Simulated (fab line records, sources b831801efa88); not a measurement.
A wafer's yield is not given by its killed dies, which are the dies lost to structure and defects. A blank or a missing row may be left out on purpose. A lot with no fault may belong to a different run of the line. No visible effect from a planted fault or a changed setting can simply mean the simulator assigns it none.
Shared-tool check || flow gf180mcu || 15 lots, 45 wafers sampled

== THE REASON FOR OPENING IT ==
Of 15 lots, 3 have the reading NSD_RS flagged at GF_PSD_RS_MEAS_14. Wafers without a fault read 46.13 ohm/sq, standard deviation 0.079.
Rule: flag the lot when none of its wafers has a number, or when each of its wafers that has one lies beyond 4 standard deviations from that mean. All remaining lots are regarded as sound.

{"lot": "L785", "measured": "day 14 07:31", "on": "film-metro-01", "NSD_RS (ohm/sq), wafer by wafer": "46.06 46.02 46.05", "flag": ""}
{"lot": "L787", "measured": "day 14 22:34", "on": "film-metro-01", "NSD_RS (ohm/sq), wafer by wafer": "46.16 46.08 46.09", "flag": ""}
{"lot": "L786", "measured": "day 15 03:37", "on": "film-metro-01", "NSD_RS (ohm/sq), wafer by wafer": "46.03 46.07 46.18", "flag": ""}
{"lot": "L788", "measured": "day 15 10:30", "on": "film-metro-03", "NSD_RS (ohm/sq), wafer by wafer": "46.16 46.08 46.24", "flag": ""}
{"lot": "L789", "measured": "day 15 20:19", "on": "film-metro-03", "NSD_RS (ohm/sq), wafer by wafer": "43.99 43.86 43.90", "flag": "FLAGGED"}
{"lot": "L790", "measured": "day 15 23:59", "on": "film-metro-03", "NSD_RS (ohm/sq), wafer by wafer": "46.01 46.03 45.99", "flag": ""}
{"lot": "L791", "measured": "day 16 17:20", "on": "film-metro-01", "NSD_RS (ohm/sq), wafer by wafer": "46.21 46.21 46.20", "flag": ""}
{"lot": "L795", "measured": "day 18 01:54", "on": "film-metro-01", "NSD_RS (ohm/sq), wafer by wafer": "44.12 44.16 44.14", "flag": "FLAGGED"}
{"lot": "L796", "measured": "day 18 13:03", "on": "film-metro-03", "NSD_RS (ohm/sq), wafer by wafer": "44.01 44.05 44.09", "flag": "FLAGGED"}
{"lot": "L797", "measured": "day 18 15:36", "on": "film-metro-03", "NSD_RS (ohm/sq), wafer by wafer": "46.21 46.06 46.15", "flag": ""}
{"lot": "L800", "measured": "day 19 19:46", "on": "film-metro-01", "NSD_RS (ohm/sq), wafer by wafer": "46.18 46.18 46.17", "flag": ""}
{"lot": "L803", "measured": "day 20 15:41", "on": "film-metro-03", "NSD_RS (ohm/sq), wafer by wafer": "46.12 46.11 46.13", "flag": ""}
{"lot": "L804", "measured": "day 20 21:25", "on": "film-metro-03", "NSD_RS (ohm/sq), wafer by wafer": "46.05 46.10 46.05", "flag": ""}
{"lot": "L805", "measured": "day 21 13:02", "on": "film-metro-01", "NSD_RS (ohm/sq), wafer by wafer": "46.32 46.24 46.28", "flag": ""}
{"lot": "L806", "measured": "day 21 16:24", "on": "film-metro-04", "NSD_RS (ohm/sq), wafer by wafer": "46.05 46.15 46.23", "flag": ""}
Average over the flagged lots: 44.04 ohm/sq; offset from the usual -2.09 ohm/sq, equal to -27 standard deviations.

== WHICH TOOL RAN EACH LOT ==
2 process steps preceding the reading are held in the record, out of 602 steps in the route. Each cell gives the tool, then ch followed by the chambers the sampled wafers passed through, then the start.
{"lot": "L785", "flag": "", "GF_NSD_IMPLANT_09": "implanter-02 ch 0, day 13 09:53", "GF_NSD_STRIP_11": "plasma-asher-03 ch 0,1, day 13 10:11"}
{"lot": "L787", "flag": "", "GF_NSD_IMPLANT_09": "implanter-04 ch 0, day 14 00:29", "GF_NSD_STRIP_11": "plasma-asher-02 ch 0,1, day 14 00:47"}
{"lot": "L786", "flag": "", "GF_NSD_IMPLANT_09": "implanter-04 ch 0, day 14 05:20", "GF_NSD_STRIP_11": "plasma-asher-02 ch 0,1, day 14 05:37"}
{"lot": "L788", "flag": "", "GF_NSD_IMPLANT_09": "implanter-01 ch 0, day 14 12:36", "GF_NSD_STRIP_11": "plasma-asher-01 ch 0,1, day 14 12:54"}
{"lot": "L789", "flag": "FLAGGED", "GF_NSD_IMPLANT_09": "implanter-01 ch 0, day 14 22:09", "GF_NSD_STRIP_11": "plasma-asher-01 ch 0,1, day 14 22:46"}
{"lot": "L790", "flag": "", "GF_NSD_IMPLANT_09": "implanter-01 ch 0, day 15 01:54", "GF_NSD_STRIP_11": "plasma-asher-01 ch 0,1, day 15 02:11"}
{"lot": "L791", "flag": "", "GF_NSD_IMPLANT_09": "implanter-04 ch 0, day 15 17:55", "GF_NSD_STRIP_11": "plasma-asher-01 ch 0,1, day 15 18:13"}
{"lot": "L795", "flag": "FLAGGED", "GF_NSD_IMPLANT_09": "implanter-02 ch 0, day 17 01:58", "GF_NSD_STRIP_11": "plasma-asher-02 ch 0,1, day 17 02:32"}
{"lot": "L796", "flag": "FLAGGED", "GF_NSD_IMPLANT_09": "implanter-04 ch 0, day 17 12:41", "GF_NSD_STRIP_11": "plasma-asher-01 ch 1, day 17 13:18"}
{"lot": "L797", "flag": "", "GF_NSD_IMPLANT_09": "implanter-02 ch 0, day 17 15:00", "GF_NSD_STRIP_11": "plasma-asher-03 ch 0,1, day 17 15:17"}
{"lot": "L800", "flag": "", "GF_NSD_IMPLANT_09": "implanter-02 ch 0, day 18 18:30", "GF_NSD_STRIP_11": "plasma-asher-01 ch 1, day 18 18:48"}
{"lot": "L803", "flag": "", "GF_NSD_IMPLANT_09": "implanter-04 ch 0, day 19 14:20", "GF_NSD_STRIP_11": "plasma-asher-03 ch 0, day 19 14:37"}
{"lot": "L804", "flag": "", "GF_NSD_IMPLANT_09": "implanter-04 ch 0, day 19 20:35", "GF_NSD_STRIP_11": "plasma-asher-03 ch 0,1, day 19 20:52"}
{"lot": "L805", "flag": "", "GF_NSD_IMPLANT_09": "implanter-04 ch 0, day 20 11:56", "GF_NSD_STRIP_11": "plasma-asher-03 ch 0,1, day 20 12:13"}
{"lot": "L806", "flag": "", "GF_NSD_IMPLANT_09": "implanter-01 ch 0, day 20 15:30", "GF_NSD_STRIP_11": "plasma-asher-01 ch 0,1, day 20 15:48"}
What is done by these steps:
- GF_NSD_IMPLANT_09
- GF_NSD_STRIP_11: strips in O2/N2.
- GF_PSD_RS_MEAS_14: measures by four-point-probe.

== FLAGGED OVER TOTAL, TOOL BY TOOL (the gauges that took the reading come last) ==
{"step": "GF_NSD_IMPLANT_09", "tool": "implanter-01", "lots run": 4, "flagged": 1, "share of the flagged lots": "some", "sound lots run after its first flagged lot": "2 (L790,L806)"}
{"step": "GF_NSD_IMPLANT_09", "tool": "implanter-02", "lots run": 4, "flagged": 1, "share of the flagged lots": "some", "sound lots run after its first flagged lot": "2 (L797,L800)"}
{"step": "GF_NSD_IMPLANT_09", "tool": "implanter-04", "lots run": 7, "flagged": 1, "share of the flagged lots": "some", "sound lots run after its first flagged lot": "3 (L803,L804,L805)"}
{"step": "GF_NSD_STRIP_11", "tool": "plasma-asher-01", "lots run": 7, "flagged": 2, "share of the flagged lots": "some", "sound lots run after its first flagged lot": "4 (L790,L791,L800,L806)"}
{"step": "GF_NSD_STRIP_11", "tool": "plasma-asher-02", "lots run": 3, "flagged": 1, "share of the flagged lots": "some", "sound lots run after its first flagged lot": 0}
{"step": "GF_NSD_STRIP_11", "tool": "plasma-asher-03", "lots run": 5, "flagged": 0, "share of the flagged lots": "none", "sound lots run after its first flagged lot": "-"}
{"step": "GF_PSD_RS_MEAS_14", "tool": "film-metro-01", "lots run": 7, "flagged": 1, "share of the flagged lots": "some", "sound lots run after its first flagged lot": "2 (L800,L805)"}
{"step": "GF_PSD_RS_MEAS_14", "tool": "film-metro-03", "lots run": 7, "flagged": 2, "share of the flagged lots": "some", "sound lots run after its first flagged lot": "4 (L790,L797,L803,L804)"}
{"step": "GF_PSD_RS_MEAS_14", "tool": "film-metro-04", "lots run": 1, "flagged": 0, "share of the flagged lots": "none", "sound lots run after its first flagged lot": "-"}

== WHAT THE TABLE ALLOWS ==
No row of the table ran every flagged lot.

== WHAT THE SIMULATOR HAD PUT IN ==
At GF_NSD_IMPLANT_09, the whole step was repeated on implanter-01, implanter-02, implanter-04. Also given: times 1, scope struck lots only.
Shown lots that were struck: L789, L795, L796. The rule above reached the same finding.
